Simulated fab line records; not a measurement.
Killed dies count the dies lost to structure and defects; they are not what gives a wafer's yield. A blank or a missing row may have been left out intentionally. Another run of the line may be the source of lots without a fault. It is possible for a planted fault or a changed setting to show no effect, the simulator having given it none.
fab line records    flow sky130
record lots=6  wafers=18  lastDay=49
route steps=708 shown LDD_P@261 LDD_HVN@267
lots that met no fault: taken from a fault-free run of the same line
startH: the number of hours between the record's first day and the start of the first shown wafer of the lot    waitH: hours elapsed since this lot's preceding step    " same as the row above    L1.1+2: one row covering several wafers at once    - either no value or no given start    * or withheld: withheld    < > ~ a bound
route shown NAME@n: names a module that has steps shown in the file, with the first one's number in the route    usual: average and standard deviation across the fault-free wafers    same: alike in all rows    chamber/n: place in a boat    sites: readings site by site    _std_site: standard deviation across them    _edge_site: mean of outer sites minus mean of inner sites    radiusMm: how far each site lies from the wafer's centre    mask NAME#n: copy n    behind: tool/chamber where the wafer was last shaped    hold: why the lot was held/for how many hours/how that ended    device: the n, p or np transistor that did not switch    end of line: the same wafers' tests at the end of the route    a step given without rows: its recipe and nothing more    killed: dies lost to structure and defects at the first sort, not the wafer's yield    map: a wafer's dies, marking killed ones x, the rest . and places with no die _
set.NAME: setting as actually run; set.NAME@STEP: the setting as run at that earlier step    model.NAME: the simulator's own value behind a step, which no gauge read
lots at selected steps of the route; one table per step, one row per wafer
services: a tool's chamber out of use, with start hour (startH, from the record's first day; less than 0 if before it), hours out, and reason
## steps
# step SKY_LDD_P_DEVELOP_06
# recipe resist=NOVOLAK  developer=TMAH  developTimeS=60  devTempC=23
# step SKY_LDD_P_CD_MEAS_07
# recipe targetCdNm=380
# usual cdNm=380.0/2.6
lot.wafer  tool      chamber  startH  waitH  cdNm
L478.1     cdSem-01  -        436.75  0.1    381.4
L478.2     "         -        "       "      383.0
L478.5     "         -        "       "      381.0
L480.1     cdSem-01  -        450.75  0.1    380.1
L480.3     "         -        "       "      381.0
L480.5     "         -        "       "      382.3
L482.4     cdSem-01  -        465.62  0.3    380.1
L482.5     "         -        "       "      378.3
L482.6     "         -        "       "      378.3
L483.1     cdSem-01  -        473.98  0.1    376.2
L483.4     "         -        "       "      377.8
L483.6     "         -        "       "      377.8
L485.2     cdSem-01  -        506.92  0.1    381.3
L485.3     "         -        "       "      378.4
L485.4     "         -        "       "      378.0
L497.4     cdSem-02  -        594.11  0.1    378.3
L497.5     "         -        "       "      376.1
L497.6     "         -        "       "      381.6
# step SKY_LDD_P_OVL_MEAS_08
# usual LDD_P_OVL=0.2/1.4
lot.wafer  tool        chamber  startH  waitH  LDD_P_OVL[nm]
L478.1     overlay-02  -        436.87  0.1    -0.9
L478.2     "           -        "       "      -2.3
L478.5     "           -        "       "      -1.6
L480.1     overlay-01  -        450.87  0.1    -0.5
L480.3     "           -        "       "      -0.2
L480.5     "           -        "       "      0.7
L482.4     overlay-01  -        465.69  0.1    -0.4
L482.5     "           -        "       "      0.2
L482.6     "           -        "       "      -1.4
L483.1     overlay-02  -        474.10  0.1    0.8
L483.4     "           -        "       "      1.7
L483.6     "           -        "       "      0.8
L485.2     overlay-01  -        507.02  0.1    -0.5
L485.3     "           -        "       "      0.2
L485.4     "           -        "       "      -0.1
L497.4     overlay-01  -        594.18  0.1    1.1
L497.5     "           -        "       "      2.3
L497.6     "           -        "       "      1.2
# step SKY_LDD_P_IMPLANT_09
# recipe species=BF2  energyKev=25  doseCm2=1e+13  tiltDeg=withheld
# step SKY_LDD_P_STRIP_10
# recipe chemistry=O2/N2  powerW=1400  pressureMtorr=1500  platenTempC=withheld  o2FlowSccm=3000  n2FlowSccm=300  overashFraction=0.5
# usual drypumpMotorCurrentA=5.96/0.26  oesProductAu=0.715/0.0049  stripTimeToEndpointS=14.18/0.035
# same overashFraction=0.5
lot.wafer  tool            chamber  startH  waitH  drypumpMotorCurrentA  oesProductAu  rfHoursCounterH  stripTimeToEndpointS
L478.1     plasmaAsher-04  0        437.05  0.1    5.74                  0.710         31               14.23
L478.2     "               1        "       "      5.78                  0.713         31               14.18
L478.5     "               1        "       "      5.81                  0.713         -                14.23
L480.1     plasmaAsher-02  0        451.05  0.1    5.61                  0.714         77               14.20
L480.3     "               1        "       "      6.41                  0.717         -                14.18
L480.5     "               1        "       "      6.41                  0.721         -                14.20
L482.4     plasmaAsher-04  1        465.90  0.1    5.75                  0.708         -                14.19
L482.5     "               0        "       "      5.74                  0.711         -                14.18
L482.6     "               1        "       "      5.76                  0.711         -                14.20
L483.1     plasmaAsher-01  1        474.29  0.1    5.87                  0.702         4                14.13
L483.4     "               1        "       "      5.92                  0.719         -                14.20
L483.6     "               1        "       "      5.90                  0.724         -                14.12
L485.2     plasmaAsher-02  1        507.20  0.1    6.40                  0.713         83               14.18
L485.3     "               1        "       "      6.42                  0.721         -                14.13
L485.4     "               0        "       "      5.62                  0.713         -                14.20
L497.4     plasmaAsher-01  0        594.39  0.1    6.09                  0.717         -                14.19
L497.5     "               0        "       "      6.12                  0.719         -                14.16
L497.6     "               1        "       "      5.90                  0.710         -                14.15
# step SKY_LDD_P_TW_MEAS_11
# usual LDD_P_TW=640/4
lot.wafer  tool          chamber  startH  waitH  LDD_P_TW
L478.1     filmMetro-01  -        437.15  0.1    639
L478.2     "             -        "       "      637
L478.5     "             -        "       "      638
L480.1     filmMetro-03  -        451.15  0.1    644
L480.3     "             -        "       "      647
L480.5     "             -        "       "      640
L482.4     filmMetro-01  -        465.99  0.1    638
L482.5     "             -        "       "      638
L482.6     "             -        "       "      639
L483.1     filmMetro-03  -        474.39  0.1    644
L483.4     "             -        "       "      643
L483.6     "             -        "       "      644
L485.2     filmMetro-02  -        507.31  0.1    640
L485.3     "             -        "       "      635
L485.4     "             -        "       "      637
L497.4     filmMetro-03  -        594.48  0.1    642
L497.5     "             -        "       "      644
L497.6     "             -        "       "      645
# step SKY_LDD_HVN_DEHYDRATE_00
# recipe tempC=200  timeS=60
# step SKY_LDD_HVN_HMDS_01
# recipe primeTimeS=60  primeTempC=120
# step SKY_LDD_HVN_COAT_02
# recipe resist=NOVOLAK  spinRpm=3000  resistThkNm=300
# step SKY_LDD_HVN_SOFTBAKE_03
# recipe tempC=90  timeS=60  resist=NOVOLAK
# step SKY_LDD_HVN_EXPOSE_04
# recipe maskId=HVNTM  na=0.6  sourceShape=conventional  sigmaOuter=0.6  polarization=unpolarized  targetCdNm=700  doseMj=127
# step SKY_LDD_HVN_PEB_05
# recipe tempC=withheld  timeS=*  resist=NOVOLAK
# step SKY_LDD_HVN_DEVELOP_06
# recipe resist=NOVOLAK  developer=TMAH  developTimeS=60  devTempC=23
# usual chillPlateTempC=22.99/0.11  developTimeS=60/0  developerTempC=22.99/0.12
lot.wafer  tool           chamber  startH  waitH  chillPlateTempC  developTimeS  developerTempC
L478.1     lithoTrack-04  0        467.55  0.1    22.97            60            22.94
L478.2     "              0        "       "      22.99            60            23.10
L478.5     "              0        "       "      22.91            60            23.14
L480.1     lithoTrack-01  0        480.08  0.1    23.02            60            22.95
L480.3     "              0        "       "      22.87            60            22.82
L480.5     "              0        "       "      22.92            60            22.92
L482.4     lithoTrack-01  -        496.15  0.1    -                -             -
L482.5     "              -        "       "      -                -             -
L482.6     "              -        "       "      -                -             -
L483.1     lithoTrack-01  -        505.23  0.1    -                -             -
L483.4     "              -        "       "      -                -             -
L483.6     "              -        "       "      -                -             -
L485.2     lithoTrack-01  0        538.45  0.1    22.80            60            22.86
L485.3     "              0        "       "      22.95            60            23.09
L485.4     "              0        "       "      22.94            60            23.03
L497.4     lithoTrack-04  0        623.72  0.1    22.92            60            23.08
L497.5     "              0        "       "      22.88            60            22.87
L497.6     "              0        "       "      23.08            60            23.02
# step SKY_LDD_HVN_OVL_MEAS_07
# usual LDD_HVN_OVL=-0.9/1.3
lot.wafer  tool        chamber  startH  waitH  LDD_HVN_OVL[nm]
L478.1     overlay-02  -        467.70  0.1    -3.0
L478.2     "           -        "       "      -2.7
L478.5     "           -        "       "      -3.6
L480.1     overlay-01  -        480.23  0.1    -2.5
L480.3     "           -        "       "      -3.3
L480.5     "           -        "       "      -1.2
L482.4     overlay-02  -        496.25  0.1    -
L482.5     "           -        "       "      -
L482.6     "           -        "       "      -
L483.1     overlay-01  -        505.38  0.1    -
L483.4     "           -        "       "      -
L483.6     "           -        "       "      -
L485.2     overlay-02  -        538.59  0.1    0.2
L485.3     "           -        "       "      -0.6
L485.4     "           -        "       "      1.3
L497.4     overlay-01  -        623.81  0.1    -0.4
L497.5     "           -        "       "      0.1
L497.6     "           -        "       "      2.5
## services
tool            chamber  startH  hours  kind
plasmaAsher-01  -        421.25  9.0    pm
plasmaAsher-01  0        421.25  9.0    ventCycle
plasmaAsher-01  1        421.25  9.0    ventCycle
plasmaAsher-01  0        430.25  -      clean
plasmaAsher-01  1        430.25  -      clean
plasmaAsher-02  -        511.87  14.6   pm
plasmaAsher-04  -        570.64  15.6   pm
plasmaAsher-02  -        616.29  1.5    repair
## key
firstSign step=SKY_LDD_HVN_DEVELOP_06  reading=toolRecord  direction=missing
effect none on later readings
metAt SKY_LDD_HVN_DEVELOP_06
struckWafers L482.4,L482.5,L482.6,L483.1,L483.4,L483.6
sortLeftOut L482.4,L482.5,L482.6,L483.1,L483.4,L483.6
testerLeftOut L482,L483
onsetBetween 480.08 496.15
fault kind=skippedStepWhole  tool=lithoTrack-01  chamber=-  onsetH=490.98  steps=SKY_LDD_HVN_DEVELOP_06  scope=struckLotsOnly
# testerLeftOut: of these lots the tester's yield and bins aren't shown, on N5 and GAA mostly nor the transistor test; their killed dies are dies lost to structure and defects alone, not to doping, threshold or leakage, so they don't give the yield
# sortLeftOut: the simulated sort isn't trusted on such a fault, so these wafers' sort isn't shown, and their yield isn't known
